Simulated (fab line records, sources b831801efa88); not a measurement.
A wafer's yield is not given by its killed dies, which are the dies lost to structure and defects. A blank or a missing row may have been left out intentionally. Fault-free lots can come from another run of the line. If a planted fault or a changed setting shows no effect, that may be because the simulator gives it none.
A lot that was struck, set against a sound lot | flow sky130 | 14 out of 708 route steps
Sound: these wafers, L576.1, L576.3, L576.5. Wafers L580.4, L580.5, L580.6 were the ones struck. At the end, the cause is stated.
For every step that has rows: the tool of each side, followed by ch and its chambers, followed by its first start. Under that, the readings that differ: sound wafers | struck wafers | difference of the means | sigmas: that difference in standard deviations of wafers without a fault.
alike: a reading whose means differ by less than 2 such deviations, as well as words and numbers matching on both sides. not compared: withheld readings; readings where some wafer has no value; bounds like >300 that might hide an equal value; numbers whose values overlap and for which the record gives no deviation.
A row with sigmas, a row that says differs or no value, or rows on one side alone: a step with any of these is where the two part. Numbers that have no deviation but don't overlap get no sigmas and don't part them. A reading missing from all wafers of one side parts the sides only when that side holds two or more wafers.

first, 3 steps without rows for these wafers: SKY_METAL1_CLEAN_22 (cleans in IPA, time 180 s); SKY_METAL1_CLEAN_23 (cleans in O3/DIW); SKY_VIA1_HDPCVD_00 (deposits SiO2, target thk 1030 nm, time 171.7 s).
SKY_VIA1_THK_MEAS_01:
  sound on film_metro-04, day 35 14:29; struck on film_metro-01, day 38 16:08
  alike: VIA1_HDPCVD_THK
SKY_VIA1_CMP_02: polishes SiO2.
  sound on cmp-01 ch 0,1,3, day 35 14:35; struck on cmp-01 ch 0,3, day 38 16:13
  alike: edge_zone_pressure_frac, motor_current_A
SKY_VIA1_BOW_MEAS_03:
  sound on film_metro-03, day 35 14:50; struck on film_metro-01, day 38 16:34
  alike: VIA1_BOW
then, 6 steps without rows for these wafers: SKY_VIA1_DEHYDRATE_04 (time 60 s); SKY_VIA1_HMDS_05 (prime time 60 s); SKY_VIA1_COAT_06 (resist thk 60 nm); SKY_VIA1_COAT_07 (resist thk 450 nm); SKY_VIA1_SOFTBAKE_08 (time 90 s); SKY_VIA1_EXPOSE_09 (exposes mask VIM, target cd 150 nm).
SKY_VIA1_PEB_10:
  sound on litho_track-03 ch 0, day 36 15:00; struck on litho_track-03, day 39 18:00
  reading         | sound          | struck | difference                    | sigmas
  exhaust_pa (Pa) | 45.4 44.6 44.6 | - - -  | no value on the struck wafers |
  not compared: chill_plate_temp_C
then, 1 step without rows for these wafers: SKY_VIA1_DEVELOP_11 (develop time 60 s).

WHERE THEY PART
SKY_VIA1_PEB_10 only, going by this record.

WHY: whatever the simulator had introduced
Step skipped in full: litho_track-03, at SKY_VIA1_PEB_10, from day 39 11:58 onward. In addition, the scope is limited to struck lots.
